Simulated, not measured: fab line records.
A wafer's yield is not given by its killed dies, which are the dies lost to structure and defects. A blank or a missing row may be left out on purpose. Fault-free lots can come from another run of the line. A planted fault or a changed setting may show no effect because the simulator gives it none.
Which of the tools did it? | flow gf180mcu | Sampling: 12 lots, 36 wafers, 5 of 602 route steps

== WHAT THE GAUGES READ, wafer by wafer ==
GF_DNWELL_TW_MEAS_09. Usual: DNWELL_TW typically reads 1350, with standard deviation 16.
lot  | measured    | on            | DNWELL_TW      | flag
L951 | day 2 19:18 | film_metro-01 | 1365 1371 1371 |
L953 | day 3 06:09 | film_metro-01 | 1358 1359 1358 |
L954 | day 3 10:25 | film_metro-01 | 1374 1361 1358 |
L955 | day 3 15:08 | film_metro-04 | 1328 1337 1330 |
L956 | day 3 21:25 | film_metro-01 | 1370 1370 1363 |
L957 | day 4 01:43 | film_metro-01 | 1376 1373 1382 |
L964 | day 5 15:19 | film_metro-01 | 1361 1362 1360 |
L966 | day 6 03:55 | film_metro-03 | 1315 1316 1314 |
L967 | day 6 07:43 | film_metro-01 | 1356 1359 1349 |
L971 | day 7 04:56 | film_metro-01 | 1363 1370 1366 |
L972 | day 7 11:31 | film_metro-03 | 1348 1342 1346 |
L973 | day 7 16:58 | film_metro-04 | 1337 1336 1339 |

GF_MVPSD_TW_MEAS_11. Usual: MVPSD_TW typically reads 551, with standard deviation 5.1.
lot  | measured     | on            | MVPSD_TW    | flag
L951 | day 5 01:06  | film_metro-04 | 551 553 551 |
L953 | day 5 14:41  | film_metro-04 | 551 553 553 |
L954 | day 5 19:56  | film_metro-03 | 547 546 545 |
L955 | day 6 01:10  | film_metro-04 | 552 550 547 |
L956 | day 6 07:32  | film_metro-04 | 553 547 551 |
L957 | day 6 13:07  | film_metro-02 | 558 556 556 |
L964 | day 8 07:13  | film_metro-03 | 543 547 547 |
L966 | day 8 20:29  | film_metro-04 | 545 547 547 |
L967 | day 9 02:18  | film_metro-02 | 559 557 558 |
L971 | day 10 01:58 | film_metro-04 | 545 547 545 |
L972 | day 10 07:55 | film_metro-04 | 544 546 546 |
L973 | day 10 15:13 | film_metro-04 | 548 545 551 |

== EACH LOT AND THE TOOL THAT RAN IT (in order: tool; ch and the chambers of the sampled wafers; start) ==
lot  | GF_STI_PEB_10                               | GF_STI_ETCH_13                    | GF_STI_STRIP_15
L951 | litho_track-04 ch 0, day 2 01:44 or earlier | rie_diel-02 ch 0,3, day 2 01:44   | plasma_asher-04 ch 0,1, day 2 01:55
L953 | litho_track-01 ch 0, day 2 12:32 or earlier | rie_diel-03 ch 0,1,2, day 2 12:32 | plasma_asher-04 ch 0,1, day 2 12:44
L954 | litho_track-02 ch 0, day 2 16:58 or earlier | rie_diel-03 ch 0,1,3, day 2 16:58 | plasma_asher-01 ch 0,1, day 2 17:09
L955 | litho_track-02 ch 0, day 2 22:01 or earlier | rie_diel-01 ch 0,1,2, day 2 22:01 | plasma_asher-01 ch 0,1, day 2 22:10
L956 | litho_track-02 ch 0, day 3 03:55 or earlier | rie_diel-02 ch 0,1,3, day 3 03:55 | plasma_asher-03 ch 0,1, day 3 04:04
L957 | litho_track-01 ch 0, day 3 07:14 or earlier | rie_diel-02 ch 0,2,3, day 3 07:14 | plasma_asher-04 ch 0,1, day 3 07:24
L964 | litho_track-04 ch 0, day 4 19:59 or earlier | rie_diel-02 ch 0,2,3, day 4 19:59 | plasma_asher-04 ch 0,1, day 4 20:08
L966 | litho_track-01 ch 0, day 5 08:02 or earlier | rie_diel-03 ch 0,1,3, day 5 08:02 | plasma_asher-04 ch 0,1, day 5 08:14
L967 | litho_track-04 ch 0, day 5 11:35 or earlier | rie_diel-01 ch 0,3, day 5 11:35   | plasma_asher-01 ch 0,1, day 5 11:46
L971 | litho_track-02 ch 0, day 6 08:13 or earlier | rie_diel-01 ch 1,3, day 6 08:13   | plasma_asher-04 ch 0,1, day 6 08:22
L972 | litho_track-01 ch 0, day 6 13:53 or earlier | rie_diel-01 ch 0,1,3, day 6 13:53 | plasma_asher-04 ch 0,1, day 6 14:03
L973 | litho_track-02 ch 0, day 6 18:28 or earlier | rie_diel-01 ch 0,1,2, day 6 18:28 | plasma_asher-03 ch 0, day 6 18:37
- GF_STI_PEB_10: peb time 91.24 s.
- GF_STI_ETCH_13: etches the open film in CHF3/O2, stops on Si, target depth 282.31 nm, time 112.9 s.
- GF_STI_STRIP_15: strips in O2/N2.

== AS READ BY THE TOOLS THEMSELVES (means over the sampled wafers that have a number; for cases with no such wafer, the mark the record gives instead) ==
GF_STI_PEB_10. Usual: plate_sensor_t_centre_C 136.13 C, standard deviation 0.011; plate_sensor_t_edge_C 136.29 C, standard deviation 0.0091; resist_line_temp_C 23.00 C, standard deviation 0.1.
lot  | tool           | plate_sensor_t_centre_C (C) | plate_sensor_t_edge_C (C) | resist_line_temp_C (C) | flag
L951 | litho_track-04 | 136.12                      | 136.30                    | 23.17                  |
L953 | litho_track-01 | 136.14                      | 136.29                    | 22.90                  |
L954 | litho_track-02 | 136.12                      | 136.30                    | 23.03                  |
L955 | litho_track-02 | 136.13                      | 136.29                    | 22.94                  |
L956 | litho_track-02 | 136.13                      | 136.29                    | 23.12                  |
L957 | litho_track-01 | 136.13                      | 136.30                    | 22.92                  |
L964 | litho_track-04 | 136.13                      | 136.30                    | 23.11                  |
L966 | litho_track-01 | 136.14                      | 136.30                    | 22.97                  |
L967 | litho_track-04 | 136.13                      | 136.29                    | 23.02                  |
L971 | litho_track-02 | 136.13                      | 136.29                    | 23.06                  |
L972 | litho_track-01 | 136.13                      | 136.29                    | 22.99                  |
L973 | litho_track-02 | 136.13                      | 136.29                    | 23.03                  |

GF_STI_ETCH_13. Usual: drypump_motor_current_A 5.8 A, standard deviation 0.44; oes_product_au 0.833 a.u., standard deviation 0.0066; throttle_valve_pct 8.811 %, standard deviation 0.0082.
lot  | tool        | drypump_motor_current_A (A) | oes_product_au (a.u.) | throttle_valve_pct (%) | flag
L951 | rie_diel-02 | 5.5                         | 0.835                 | 8.823                  |
L953 | rie_diel-03 | 5.9                         | 0.841                 | 8.816                  |
L954 | rie_diel-03 | 6.2                         | 0.838                 | 8.815                  |
L955 | rie_diel-01 | 5.6                         | 0.841                 | 8.804                  |
L956 | rie_diel-02 | 5.9                         | 0.843                 | 8.815                  |
L957 | rie_diel-02 | 5.6                         | 0.836                 | 8.801                  |
L964 | rie_diel-02 | 5.7                         | 0.832                 | 8.822                  |
L966 | rie_diel-03 | 6.2                         | 0.838                 | 8.809                  |
L967 | rie_diel-01 | 5.5                         | 0.829                 | 8.811                  |
L971 | rie_diel-01 | 5.6                         | 0.827                 | 8.813                  |
L972 | rie_diel-01 | 5.7                         | 0.825                 | 8.806                  |
L973 | rie_diel-01 | 5.7                         | 0.834                 | 8.808                  |

GF_STI_STRIP_15. Usual: drypump_motor_current_A 5.6 A, standard deviation 0.35; heater_power_w 326 W, standard deviation 35; oes_product_au 0.384 a.u., standard deviation 0.0051; strip_time_to_endpoint_s 3.74 s, standard deviation 0.054.
lot  | tool            | drypump_motor_current_A (A) | heater_power_w (W) | oes_product_au (a.u.) | strip_time_to_endpoint_s (s) | flag
L951 | plasma_asher-04 | 5.6                         | 298                | 0.382                 | 3.78                         |
L953 | plasma_asher-04 | 5.4                         | 307                | 0.385                 | 3.77                         |
L954 | plasma_asher-01 | 5.5                         | 319                | 0.389                 | 3.77                         |
L955 | plasma_asher-01 | 5.4                         | 324                | 0.386                 | 3.73                         |
L956 | plasma_asher-03 | 6.1                         | 377                | 0.382                 | 3.75                         |
L957 | plasma_asher-04 | 5.6                         | 296                | 0.382                 | 3.70                         |
L964 | plasma_asher-04 | 5.4                         | 308                | 0.377                 | 3.57                         | OFF
L966 | plasma_asher-04 | 5.4                         | 308                | 0.383                 | 3.77                         |
L967 | plasma_asher-01 | 5.5                         | 314                | 0.384                 | 3.72                         |
L971 | plasma_asher-04 | 5.6                         | 295                | 0.384                 | 3.72                         |
L972 | plasma_asher-04 | 5.4                         | 311                | 0.388                 | 3.72                         |
L973 | plasma_asher-03 | 5.7                         | 340                | 0.383                 | 3.69                         |

== THE ANSWER, worked out from the rows above alone ==
Rule: lot off if the mean of its wafers having a number is beyond 3 standard deviations from the usual mean. Also off: a lot with no number at a reading for which 4 or more lots have one. Any other lot the step has rows for is counted as sound. After the gauges, taken in route order, come the tools' own readings; for these a lot's mean is taken, as printed above. At the first step where some lot is off, the reading lying furthest off is the one used; lots without a number count as furthest.
Off: L964 (GF_STI_STRIP_15, strip_time_to_endpoint_s).
If a tool, at that step or one of the process steps before it, ran each lot that is off and ran no sound lot following the first of them, it fits. With no start given for some of its lots, GF_STI_PEB_10 uses the hours and lot order of GF_STI_ETCH_13. One fits: rie_diel-02 at GF_STI_ETCH_13. Its last sound lot is L957 (day 3 07:14), its first lot that is off L964 (day 4 19:59): a fault that began between those two fits.

== WHAT THE SIMULATOR HAD PUT IN ==
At GF_STI_ETCH_13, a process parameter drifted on rie_diel-02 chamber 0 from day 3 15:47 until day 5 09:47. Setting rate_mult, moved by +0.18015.
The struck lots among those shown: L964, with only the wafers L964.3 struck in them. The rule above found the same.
